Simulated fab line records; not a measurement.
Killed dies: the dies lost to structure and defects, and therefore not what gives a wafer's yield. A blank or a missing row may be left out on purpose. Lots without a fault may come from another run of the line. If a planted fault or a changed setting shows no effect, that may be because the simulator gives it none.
Which tool was responsible?    flow gf180mcu    24 lots with 72 wafers sampled at 5 steps, on a route of 602 steps

WHAT THE GAUGES READ, wafer by wafer
GF_M3_THK_MEAS_06: measures by xrf. Usual: M3_ALCU_THK gives 438 nm (standard deviation 4.4).
lot   measured      on             M3_ALCU_THK (nm)  flag
L074  day 20 17:14  film metro-02  438 445 438       
L076  day 21 00:56  film metro-03  436 434 433       
L075  day 21 04:43  film metro-03  437 435 434       
L077  day 21 09:52  film metro-01  436 432 439       
L078  day 22 01:31  film metro-02  443 429 433       
L079  day 22 09:33  film metro-03  443 442 442       
L080  day 22 18:34  film metro-03  439 439 441       
L081  day 22 20:14  film metro-03  445 441 444       
L082  day 23 03:33  film metro-03  441 436 441       
L083  day 23 17:56  film metro-01  432 433 436       
L084  day 24 02:55  film metro-03  437 444 437       
L085  day 24 08:23  film metro-01  437 440 438       
L086  day 24 15:28  film metro-03  434 442 439       
L087  day 25 06:58  film metro-01  450 448 448       
L088  day 25 15:46  film metro-03  438 436 436       
L089  day 26 00:50  film metro-02  447 441 446       
L090  day 26 02:43  film metro-02  437 436 430       
L091  day 26 07:53  film metro-02  438 439 437       
L092  day 26 17:49  film metro-02  432 432 434       
L093  day 27 02:14  film metro-02  442 439 438       
L094  day 27 08:41  film metro-02  434 434 436       
L095  day 27 08:58  film metro-01  437 437 432       
L096  day 28 00:43  film metro-03  442 439 435       
L097  day 28 02:48  film metro-01  441 434 436       

GF_M4_THK_MEAS_06: measures by xrf. Usual: M4_ALCU_THK gives 440 nm (standard deviation 4.8).
lot   measured      on             M4_ALCU_THK (nm)  flag
L074  day 22 19:55  film metro-04  426 436 436       
L076  day 23 03:51  film metro-03  439 438 438       
L075  day 23 06:34  film metro-04  442 444 446       
L077  day 23 11:17  film metro-03  442 440 442       
L078  day 24 02:16  film metro-03  452 448 451       
L079  day 24 10:06  film metro-03  440 431 432       
L080  day 24 18:30  film metro-04  439 441 439       
L081  day 24 19:25  film metro-03  450 448 443       
L082  day 25 02:58  film metro-03  444 440 445       
L083  day 25 16:34  film metro-03  443 443 437       
L084  day 26 01:10  film metro-02  434 438 438       
L085  day 26 06:41  film metro-03  436 436 433       
L086  day 26 12:22  film metro-04  442 444 440       
L087  day 27 03:23  film metro-04  444 440 440       
L088  day 27 12:39  film metro-04  440 445 445       
L089  day 27 20:37  film metro-03  443 439 443       
L090  day 27 22:46  film metro-02  433 440 431       
L091  day 28 03:13  film metro-03  442 446 442       
L092  day 28 12:52  film metro-03  443 441 432       
L093  day 28 21:16  film metro-02  440 441 445       
L094  day 29 03:22  film metro-04  443 434 438       
L095  day 29 02:40  film metro-02  435 435 437       
L096  day 29 18:52  film metro-03  443 431 438       
L097  day 29 19:59  film metro-04  444 447 445       

GF_M4_CD_MEAS_14: target cd 280 nm. Usual: cd nm reads 280.0 nm (standard deviation 1.1).
lot   measured      on         cd nm (nm)         flag
L074  day 23 18:29  cd sem-01  279.6 279.0 279.2  
L076  day 24 02:19  cd sem-02  282.7 281.8 281.7  
L075  day 24 05:13  cd sem-01  280.1 279.9 278.9  
L077  day 24 09:11  cd sem-02  278.6 279.2 279.1  
L078  day 25 00:17  cd sem-02  279.5 280.7 279.3  
L079  day 25 07:10  cd sem-01  281.7 281.8 280.6  
L080  day 25 15:40  cd sem-02  279.9 279.2 280.0  
L081  day 25 16:09  cd sem-01  280.0 279.9 280.5  
L082  day 26 00:07  cd sem-02  280.1 280.5 279.9  
L083  day 26 13:13  cd sem-02  278.1 277.4 277.4  
L084  day 26 21:11  cd sem-01  278.7 279.5 279.7  
L085  day 27 02:28  cd sem-02  278.7 279.8 279.8  
L086  day 27 08:38  cd sem-02  280.6 280.5 280.3  
L087  day 27 23:35  cd sem-02  279.4 280.4 278.9  
L088  day 28 07:34  cd sem-01  280.2 280.3 280.0  
L089  day 28 15:28  cd sem-02  278.6 278.0 278.1  
L090  day 28 18:16  cd sem-02  278.7 280.7 280.1  
L091  day 28 22:19  cd sem-02  281.3 280.1 281.7  
L092  day 29 07:34  cd sem-02  279.0 279.5 280.9  
L093  day 29 16:34  cd sem-01  280.5 280.5 280.6  
L094  day 29 22:19  cd sem-02  281.4 281.5 280.9  
L095  day 29 22:01  cd sem-01  282.1 281.1 281.6  
L096  day 30 13:25  cd sem-02  279.2 280.2 280.8  
L097  day 30 14:26  cd sem-02  279.2 279.6 280.0  

GF_V4_OVL_MEAS_15. Usual: V4_OVL gives 0 nm (standard deviation 5.3).
lot   measured      on          V4_OVL (nm)  flag
L074  day 24 18:23  overlay-02  -4 -10 -4    
L076  day 25 01:47  overlay-02  2 -4 0       
L075  day 25 04:56  overlay-01  7 12 6       
L077  day 25 08:32  overlay-02  5 -4 2       
L078  day 25 22:53  overlay-02  -11 -6 -7    
L079  day 26 05:47  overlay-02  -3 2 -4      
L080  day 26 14:17  overlay-01  -6 -3 -2     
L081  day 26 14:38  overlay-02  2 5 -2       
L082  day 26 22:17  overlay-02  12 8 10      
L083  day 27 11:20  overlay-02  2 -5 -3      
L084  day 27 18:32  overlay-02  -1 8 0       
L085  day 28 00:26  overlay-01  -9 -7 -11    
L086  day 28 05:47  overlay-01  2 -3 2       
L087  day 28 20:32  overlay-02  4 4 4        
L088  day 29 04:26  overlay-02  -1 7 5       
L089  day 29 12:44  overlay-01  1 5 3        
L090  day 29 14:46  overlay-02  2 -1 6       
L091  day 29 19:26  overlay-02  -5 1 0       
L092  day 30 03:56  overlay-02  2 5 4        
L093  day 30 13:11  overlay-01  0 -6 -1      
L094  day 30 18:29  overlay-01  7 -2 -9      
L095  day 30 18:29  overlay-02  0 6 0        
L096  day 31 08:02  overlay-02  -2 4 -2      
L097  day 31 09:44  overlay-02  0 -2 -8      

GF_V5_THK_MEAS_01. Usual: V5_CVD_00_THK gives 300 nm (standard deviation 3.8).
lot   measured      on             V5_CVD_00_THK (nm)  flag
L074  day 26 15:27  film metro-04  298 292 296         
L076  day 26 23:07  film metro-01  293 296 295         
L075  day 27 01:37  film metro-03  297 299 297         
L077  day 27 06:02  film metro-03  301 298 297         
L078  day 27 17:00  film metro-04  307 305 299         
L079  day 28 01:01  film metro-03  302 300 308         
L080  day 28 07:38  film metro-03  299 304 308         
L081  day 28 10:18  film metro-04  306 300 301         
L082  day 28 16:56  film metro-01  302 301 302         
L083  day 29 05:59  film metro-03  307 304 306         
L084  day 29 11:22  film metro-04  305 304 304         
L085  day 29 18:41  film metro-04  301 299 301         
L086  day 29 22:38  film metro-01  299 307 307         
L087  day 30 12:40  film metro-04  296 299 293         
L088  day 30 21:02  film metro-04  298 300 302         
L089  day 31 05:04  film metro-03  300 298 300         
L090  day 31 06:07  film metro-04  300 300 301         
L091  day 31 10:55  film metro-01  298 302 297         
L092  day 31 19:02  film metro-03  300 303 302         
L093  day 32 03:20  film metro-01  296 301 297         
L094  day 32 08:02  film metro-03  303 303 302         
L095  day 32 08:29  film metro-03  298 300 303         
L096  day 32 20:26  film metro-04  299 298 306         
L097  day 32 21:54  film metro-01  303 297 300         

TOOL THAT RAN EACH LOT (tool first, then ch and the chambers of the sampled wafers, then the start)
There is no process step in the record ahead of these readings.

AS READ BY THE TOOLS THEMSELVES (means over the sampled wafers that have a number; for cases with no such wafer, the mark the record gives instead)
The record holds no such reading with a usual standard deviation.

THE ANSWER, worked out from the rows above alone
Rule: lot off if the mean of its wafers having a number is beyond 3 standard deviations from the usual mean. Also off: a lot with no number at a reading for which 4 or more lots have one. The other lots that the step has rows for count as sound. After the gauges, taken in route order, come the tools' own readings; for these a lot's mean is taken, as printed above. The first step at which some lot is off is used, and at that step the reading that is off furthest; a lot without a number counts as furthest.
Across all readings shown, no lot is off: no conclusion can be drawn from this.

WHAT HAD BEEN PUT IN BY THE SIMULATOR
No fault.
